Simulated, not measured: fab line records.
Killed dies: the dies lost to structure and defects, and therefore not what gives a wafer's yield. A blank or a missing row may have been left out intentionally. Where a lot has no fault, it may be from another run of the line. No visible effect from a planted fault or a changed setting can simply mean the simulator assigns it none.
Struck lot and sound lot, side by side    flow gf180mcu    17 out of 602 route steps
Sound: the wafers L497.3, L497.4, L497.6. Struck: wafer L502.6 (L502.1, L502.5, from the same lot, were not struck and are left out); the cause is given at the end.
Per side, at each step with rows, come the tool, then ch with its chambers, and then its first start. Under that, the readings that differ: sound wafers    struck wafers    difference of the means    sigmas: that difference in standard deviations of wafers without a fault.
alike: readings whose means differ by less than 2 such deviations, and words and numbers that are the same on both sides. not compared: withheld readings, readings that some wafer has no value for, bounds like >300 that may hide the same value, and numbers for which the record gives no deviation and whose values overlap.
Wherever a step has rows on one side only, a row that says differs or no value, or a row with sigmas, the two part there. Numbers that have no deviation but don't overlap get no sigmas and don't part them. A reading missing from all wafers of one side parts the sides only when that side holds two or more wafers.

first, 3 steps without rows for these wafers: GF_V1_EXPOSE_11 (exposes mask Via1, target cd 260 nm); GF_V1_PEB_12 (peb time 90 s); GF_V1_DEVELOP_13 (develop time 60 s).
GF_V1_CD_MEAS_14: the cd target is 260 nm.
  sound on cdSem-02 at day 22 00:22; struck on cdSem-02 at day 23 20:18
reading    sound              struck  difference  sigmas
cdNm (nm)  261.9 262.6 261.9  258.6   -3.5        -3
GF_V1_OVL_MEAS_15:
  sound on overlay-01 at day 22 00:27; struck on overlay-01 at day 23 20:25
  alike: V1_OVL
then, 1 step without rows for these wafers: GF_V1_ETCH_16 (etches BARC in N2/H2).
GF_V1_ETCH_17: etches SiO2 in C4F8/O2/Ar, stops on TiN, target depth 630 nm.
  sound on rieDiel-04 ch 1,3; struck on rieDiel-04 ch 1
  alike: oesProductAu
GF_V1_STRIP_18: strips in O2/N2.
  sound on plasmaAsher-03 ch 0,1, day 22 00:38; struck on plasmaAsher-04 ch 0, day 23 20:35
  alike: drypumpMotorCurrentA, heaterPowerW, oesProductAu
  not compared: rfHoursCounterH
then, 2 steps without rows for these wafers: GF_V1_STRIP_19 (strips in post etch residue remover, time 1200 s); GF_V1_CLEAN_20 (cleans in DIW).
GF_V1_SPUTTER_21: material Ti, target thk 15 nm, time 80.02 s.
  sound on pvdSputter-03 at day 22 01:08; struck on pvdSputter-02 at day 23 21:07
  alike: substrateTempC, throttleValvePct
GF_V1_SPUTTER_22: material TiN, target thk 10 nm, time 40 s.
  sound on pvdSputter-03 at day 22 01:12; struck on pvdSputter-02 at day 23 21:11
  alike: throttleValvePct
GF_V1_CVD_23: deposits W, target thk 350 nm, time 105.05 s.
  sound on cvdW-02 ch 0,1, day 22 01:17; struck on cvdW-02 ch 1, day 23 21:13
  alike: heaterPowerOuterW, heaterPowerW
GF_V1_RS_MEAS_24: a four-point-probe measurement.
  sound on filmMetro-02 at day 22 01:24; struck on filmMetro-01 at day 23 21:20
reading           sound              struck  difference  sigmas
V1_W_RS (ohm/sq)  0.321 0.326 0.317  0.380   +0.059      +15
GF_V1_THK_MEAS_25: measures by xrf.
  sound on filmMetro-02 at day 22 01:30; struck on filmMetro-01 at day 23 21:28
reading        sound        struck  difference  sigmas
V1_W_THK (nm)  357 351 361  308     -48         -10
GF_V1_CMP_26: polishes, stops on SiO2, t overpolish 15 s, target thk 0 nm.
  sound on cmp-02 ch 2,3, day 22 01:32; struck on cmp-01 ch 2, day 23 21:34
reading             sound                 struck  difference  sigmas
overpolishRunS (s)  14.975 15.014 14.990  15.012  +0.019      +2
  alike: motorCurrentA, timeToEndpointS
-- the record jumps here: 9 days lie between the struck wafers' starts before and after (it left off in module V1 and takes up again in module PASSIVATION, whose first step shown is number 602 of the route) --
GF_PASSIVATION_PROBE_99:
  record: rows for the struck wafers here (prober-02, day 33 08:07), none for the sound ones

WHERE THEY PART
At GF_V1_CD_MEAS_14 first; at GF_PASSIVATION_PROBE_99 last (within this record only).

WHY: what had been put in by the simulator
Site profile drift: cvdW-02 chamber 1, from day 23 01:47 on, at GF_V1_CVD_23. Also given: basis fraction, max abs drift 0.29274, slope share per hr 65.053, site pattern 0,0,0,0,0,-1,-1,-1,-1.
